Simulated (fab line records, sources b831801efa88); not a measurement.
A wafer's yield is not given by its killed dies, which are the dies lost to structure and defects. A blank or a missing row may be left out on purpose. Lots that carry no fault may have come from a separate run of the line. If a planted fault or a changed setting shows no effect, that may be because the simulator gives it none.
Which tool was responsible? + flow gf180mcu + 7 lots with 21 wafers sampled at 2 steps, on a route of 602 steps

## WHAT THE GAUGES READ, wafer by wafer
GF_PSD_CD_MEAS_07: target cd 400 nm.
| lot  | measured     | on        | cd_nm (nm)        |
|------|--------------|-----------|-------------------|
| L801 | day 14 17:06 | cd_sem-02 | 398.1 398.9 398.5 |
| L803 | day 15 09:43 | cd_sem-01 | 401.9 402.3 400.2 |
| L807 | day 17 06:20 | cd_sem-02 | - - -             |
| L809 | day 18 14:52 | cd_sem-01 | - - -             |
| L816 | day 20 13:20 | cd_sem-02 | 395.2 398.4 397.0 |
| L819 | day 21 01:52 | cd_sem-02 | 400.8 400.4 400.7 |
| L821 | day 21 18:31 | cd_sem-02 | 400.5 401.3 400.5 |

## WHICH TOOL RAN EACH LOT (tool, then ch and the chambers of the sampled wafers, then the start)
| lot  | GF_PSD_COAT_02                    |
|------|-----------------------------------|
| L801 | litho_track-04 ch 0, day 14 06:18 |
| L803 | litho_track-03 ch 0, day 14 22:27 |
| L807 | litho_track-03, day 16 18:38      |
| L809 | litho_track-02, day 18 02:08      |
| L816 | litho_track-04 ch 0, day 20 01:22 |
| L819 | litho_track-04 ch 0, day 20 13:55 |
| L821 | litho_track-03 ch 0, day 21 06:44 |
- GF_PSD_COAT_02: resist thk 1000 nm.

## THE ANSWER, worked out from the rows above alone
Rule: the usual values come from the lots themselves. Put in order of their means at a reading, lots are off if they are a third of the lots or fewer, leave a main group of 4 or more, and stand apart from it by a gap of 3 or more times the standard deviation of the main group's means; of several such gaps the widest counts. The tables above print the reading to a certain number of digits; a main group whose means all agree to those digits is not used. Also off: a lot with no number at a reading for which 4 or more lots have one. Any other lot the step has rows for is counted as sound.
Off at GF_PSD_CD_MEAS_07 (cd_nm): L807, L809. Without a number there: L807, L809. For the main group the mean is 399.6 nm and the standard deviation 1.7.
A tool fits if, at a process step before that reading, it ran every lot that is off, and no sound lot after the first of them. Gauges at GF_PSD_CD_MEAS_07: tried the same way as those tools. No candidate that was tried fits.

## WHAT WAS PUT IN BY THE SIMULATOR
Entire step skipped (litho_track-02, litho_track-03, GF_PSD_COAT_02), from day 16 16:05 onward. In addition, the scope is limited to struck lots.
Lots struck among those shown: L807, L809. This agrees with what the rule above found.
